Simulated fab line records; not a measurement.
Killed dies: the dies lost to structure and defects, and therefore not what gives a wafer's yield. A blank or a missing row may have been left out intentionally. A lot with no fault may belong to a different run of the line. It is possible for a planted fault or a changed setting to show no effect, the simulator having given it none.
Code-filled problem report in 8D (eight disciplines) form -- flow gf180mcu -- the parts of the form that need people (team, actions taken, sign-off) are left out

== 1. THE ISSUE ==
At GF_V1_ETCH_16, rf_fwd_power_W averages 575.4 W over 6 wafers from 2 lots, while fault-free wafers read 495.4 W, standard deviation 1.7. Relative to the usual mean, that is a shift of +47 standard deviations.
The step: etches BARC in N2/H2.
The first sign was on wafer L801.2 at day 23 04:02, on rie_diel-01. The record has a number at this step for 18 wafers belonging to 6 lots. By rule, "out" or "out of limits" means more than 4 standard deviations away from the usual mean. The other wafers with a number count as sound.

== 2. WHAT IT IS AND WHAT IT IS NOT ==
question,is,is not
which readings at this step,rf_fwd_power_W,"drypump_motor_current_A, n2_flow_sccm, oes_product_au, throttle_valve_pct"
which lots,"L801, L804","L791, L792, L802, L810"
which wafers of those lots,all that have a number,-
read on which tools,rie_diel-01,"rie_diel-02, rie_diel-04"
when,from day 23 04:02,"up to then (6 sound wafers); but 6 sound wafers of L802, L810 came after"

== 3. THE SUSPECTS, EACH WITH WHAT RULES IT OUT ==
Counting: any tool at a process step up to the reading is kept as a suspect provided that every lot that is out went through it and no sound lot did after the first of them.
- cmp-02 at GF_V1_CMP_04 (polishes SiO2): ruled out as a lasting fault. Following L801 (day 22 04:38), the first lot on it that is out, the sound lots L810 were run on it.
- rie_diel-01 at GF_V1_ETCH_16 (etches BARC in N2/H2): kept. It ran every lot that is out, first L801 (day 23 04:02), and no sound lot after that; its last sound lot up to then is L791 (day 19 07:27). Its own readings are out on those wafers: rf_fwd_power_W.
The count leaves rie_diel-01 at GF_V1_ETCH_16.

== 4. THE CAUSE (what the simulator had put in) ==
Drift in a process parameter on rie_diel-01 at GF_V1_ETCH_16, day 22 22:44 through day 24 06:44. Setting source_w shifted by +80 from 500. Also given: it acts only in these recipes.
Counting left only this tool.

== 5. THE CHAIN OF EFFECTS, in route order ==
Rows list readings where the struck wafers' mean (over those with a number) sits beyond 3 standard deviations from the usual. Only readings for which the record gives a usual standard deviation are gone through. hours: the time from each lot's start at the first step in this table that gives one to its start at this step, as a median over the lots. sigmas: the change in usual standard deviations.
hours,step,reading,usual,on struck wafers,change,sigmas
0,GF_V1_ETCH_16,rf_fwd_power_W,495.4 W,575.4,+80.0,+47
Its process steps:
- GF_V1_ETCH_16: etches BARC in N2/H2.

== 6. WHAT WOULD HAVE CAUGHT IT SOONER ==
In this record the first reading out of limits was taken at day 23 04:02, 5 hours after the fault began at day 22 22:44.
